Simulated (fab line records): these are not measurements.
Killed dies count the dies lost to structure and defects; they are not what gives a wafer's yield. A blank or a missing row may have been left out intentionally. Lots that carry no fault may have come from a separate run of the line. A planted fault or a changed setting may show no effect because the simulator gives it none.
Which tool did it?	flow gf180mcu	33 wafers from 11 lots sampled at 6 of the route's 602 steps

== WHAT THE GAUGES READ, wafer by wafer ==
GF_V1_OVL_MEAS_15. Usual: V1_OVL gives 0 nm (standard deviation 5).
lot	measured	on	V1_OVL (nm)	flag
L954	day 18 05:28	overlay-01	6 6 4	
L955	day 18 13:46	overlay-02	13 4 3	
L958	day 19 19:31	overlay-01	-3 1 -8	
L961	day 21 00:55	overlay-01	-4 -2 4	
L965	day 22 11:25	overlay-01	-2 4 0	
L966	day 22 21:58	overlay-01	8 8 4	
L967	day 23 09:22	overlay-01	5 -1 5	
L973	day 25 05:10	overlay-01	4 -2 -2	
L975	day 25 16:45	overlay-02	0 -5 -4	
L976	day 26 02:28	overlay-02	-4 -6 -3	
L977	day 26 12:37	overlay-01	-5 -3 -2	

GF_M2_RS_MEAS_05: the measuring method here is four-point-probe. Usual: M2_ALCU_RS gives 0.0696 ohm/sq (standard deviation 0.00089).
lot	measured	on	M2_ALCU_RS (ohm/sq)	flag
L954	day 18 07:06	film_metro-02	0.0695 0.0678 0.0674	
L955	day 18 15:47	film_metro-03	0.0682 0.0709 0.0706	
L958	day 19 21:08	film_metro-03	0.0694 0.0692 0.0691	
L961	day 21 02:38	film_metro-03	0.0684 0.0680 0.0684	
L965	day 22 13:02	film_metro-03	7.1634 7.1187 7.1058	OFF
L966	day 22 23:35	film_metro-03	7.1064 7.1761 7.0914	OFF
L967	day 23 10:58	film_metro-02	7.0985 7.1331 7.1501	OFF
L973	day 25 06:47	film_metro-02	0.0702 0.0714 0.0696	
L975	day 25 18:34	film_metro-02	0.0692 0.0685 0.0681	
L976	day 26 04:05	film_metro-03	0.0709 0.0697 0.0700	
L977	day 26 14:13	film_metro-03	0.0689 0.0699 0.0692	

GF_M2_THK_MEAS_06: measures by xrf. Usual: M2_ALCU_THK gives 448 nm (standard deviation 6.3).
lot	measured	on	M2_ALCU_THK (nm)	flag
L954	day 18 07:13	film_metro-02	453 461 463	
L955	day 18 15:54	film_metro-03	459 444 447	
L958	day 19 21:15	film_metro-03	449 448 448	
L961	day 21 02:45	film_metro-03	453 458 456	
L965	day 22 13:09	film_metro-03	<0 <0 <0	OFF
L966	day 22 23:42	film_metro-03	<0 <0 <0	OFF
L967	day 23 11:05	film_metro-02	<0 <0 <0	OFF
L973	day 25 06:54	film_metro-02	446 438 448	
L975	day 25 18:41	film_metro-02	450 455 456	
L976	day 26 04:12	film_metro-03	445 450 447	
L977	day 26 14:20	film_metro-03	454 449 451	

== TOOL THAT RAN EACH LOT (tool first, then ch and the chambers of the sampled wafers, then the start) ==
lot	GF_M1_SPUTTER_02	GF_M1_SPUTTER_03	GF_M2_SPUTTER_02
L954	pvd_sputter-01, day 16 05:25	pvd_sputter-01, day 16 05:27	pvd_sputter-02, day 18 07:01
L955	pvd_sputter-02, day 16 13:37	pvd_sputter-02, day 16 13:39	pvd_sputter-02, day 18 15:41
L958	pvd_sputter-03, day 17 18:10	pvd_sputter-03, day 17 18:12	pvd_sputter-04, day 19 21:02
L961	pvd_sputter-01, day 18 22:10	pvd_sputter-01, day 18 22:12	pvd_sputter-04, day 21 02:32
L965	pvd_sputter-03, day 20 08:25	pvd_sputter-03, day 20 08:27	pvd_sputter-04, day 22 12:56
L966	pvd_sputter-01, day 20 20:23	pvd_sputter-01, day 20 20:25	pvd_sputter-03, day 22 23:29
L967	pvd_sputter-03, day 21 07:55	pvd_sputter-03, day 21 07:57	pvd_sputter-04, day 23 10:53
L973	pvd_sputter-03, day 23 07:17	pvd_sputter-03, day 23 07:19	pvd_sputter-04, day 25 06:41
L975	pvd_sputter-02, day 23 19:28	pvd_sputter-02, day 23 19:30	pvd_sputter-04, day 25 18:29
L976	pvd_sputter-02, day 24 04:58	pvd_sputter-02, day 24 05:00	pvd_sputter-03, day 26 03:59
L977	pvd_sputter-01, day 24 15:43	pvd_sputter-01, day 24 15:45	pvd_sputter-04, day 26 14:08
- GF_M1_SPUTTER_02: material AlCu, target thk 450 nm, time 23.9 s.
- GF_M1_SPUTTER_03: material Ti, target thk 10 nm, time 6.7 s.
- GF_M2_SPUTTER_02: material AlCu, target thk 450 nm, time 23.9 s.

== WHAT THE TOOLS THEMSELVES READ (means of the sampled wafers that have a number; where no wafer has one, the mark that the record gives instead) ==
GF_M1_SPUTTER_02. Usual: cathode_dc_power_W 10600 W, standard deviation 2; chamber_pressure_pa 0.3999 Pa, standard deviation 0.00083; throttle_valve_pct 29.6 %, standard deviation 0.78.
lot	tool	cathode_dc_power_W (W)	chamber_pressure_pa (Pa)	throttle_valve_pct (%)	flag
L954	pvd_sputter-01	10601	0.4005	30.5	
L955	pvd_sputter-02	10599	0.4001	30.2	
L958	pvd_sputter-03	10600	0.3991	29.2	
L961	pvd_sputter-01	10600	0.4003	30.6	
L965	pvd_sputter-03	10599	0.3998	29.4	
L966	pvd_sputter-01	10601	0.3990	28.8	
L967	pvd_sputter-03	10601	0.4006	29.8	
L973	pvd_sputter-03	10600	0.3993	29.9	
L975	pvd_sputter-02	10602	0.3992	29.9	
L976	pvd_sputter-02	10602	0.3998	30.3	
L977	pvd_sputter-01	10601	0.3990	29.1	

GF_M1_SPUTTER_03. Usual: cathode_dc_power_W 3000.0 W, standard deviation 0.59; chamber_pressure_pa 0.3000 Pa, standard deviation 0.00064; throttle_valve_pct 29.6 %, standard deviation 0.79.
lot	tool	cathode_dc_power_W (W)	chamber_pressure_pa (Pa)	throttle_valve_pct (%)	flag
L954	pvd_sputter-01	3000.0	0.3001	30.4	
L955	pvd_sputter-02	2999.8	0.3000	30.3	
L958	pvd_sputter-03	2999.9	0.3000	29.0	
L961	pvd_sputter-01	3000.1	0.3005	30.3	
L965	pvd_sputter-03	2999.9	0.3001	29.3	
L966	pvd_sputter-01	3000.2	0.3004	29.0	
L967	pvd_sputter-03	2999.6	0.2998	29.5	
L973	pvd_sputter-03	2999.7	0.3003	29.9	
L975	pvd_sputter-02	2999.5	0.2997	29.8	
L976	pvd_sputter-02	3000.2	0.3006	30.2	
L977	pvd_sputter-01	2999.5	0.3004	29.1	

GF_M2_SPUTTER_02. Usual: cathode_dc_power_W 10600 W, standard deviation 2; chamber_pressure_pa 0.3999 Pa, standard deviation 0.00077; throttle_valve_pct 29.8 %, standard deviation 0.65.
lot	tool	cathode_dc_power_W (W)	chamber_pressure_pa (Pa)	throttle_valve_pct (%)	flag
L954	pvd_sputter-02	10600	0.4004	29.5	
L955	pvd_sputter-02	10598	0.4008	29.6	
L958	pvd_sputter-04	10602	0.4002	29.5	
L961	pvd_sputter-04	10601	0.3997	30.2	
L965	pvd_sputter-04	-	-	-	OFF
L966	pvd_sputter-03	-	-	-	OFF
L967	pvd_sputter-04	-	-	-	OFF
L973	pvd_sputter-04	10602	0.3996	29.5	
L975	pvd_sputter-04	10599	0.4002	29.6	
L976	pvd_sputter-03	10600	0.3993	29.6	
L977	pvd_sputter-04	10601	0.3997	29.2	

== THE ANSWER, worked out from the rows above alone ==
Rule: take the mean of a lot's wafers that have a number; if it is more than 3 standard deviations from the usual mean, the lot is off. A lot without any number at a reading at which 4 lots or more have one is off too. The other lots that the step has rows for count as sound. The gauges are gone through in route order, then the tools' own readings, and for those a lot's mean is taken as printed above. The first step at which some lot is off is used, and at that step the reading that is off furthest; a lot without a number counts as furthest.
Off: at GF_M2_RS_MEAS_05 (M2_ALCU_RS), L965, L966, L967.
If a tool, at a process step before that reading, ran all the lots that are off and no sound lot after the first of them, it fits. The gauges at GF_M2_RS_MEAS_05 aren't tried: what is off there is off at GF_M2_SPUTTER_02 too, on other tools, and a gauge's error can't cause that. Of those tried, none fits.

== WHAT WAS PUT IN BY THE SIMULATOR ==
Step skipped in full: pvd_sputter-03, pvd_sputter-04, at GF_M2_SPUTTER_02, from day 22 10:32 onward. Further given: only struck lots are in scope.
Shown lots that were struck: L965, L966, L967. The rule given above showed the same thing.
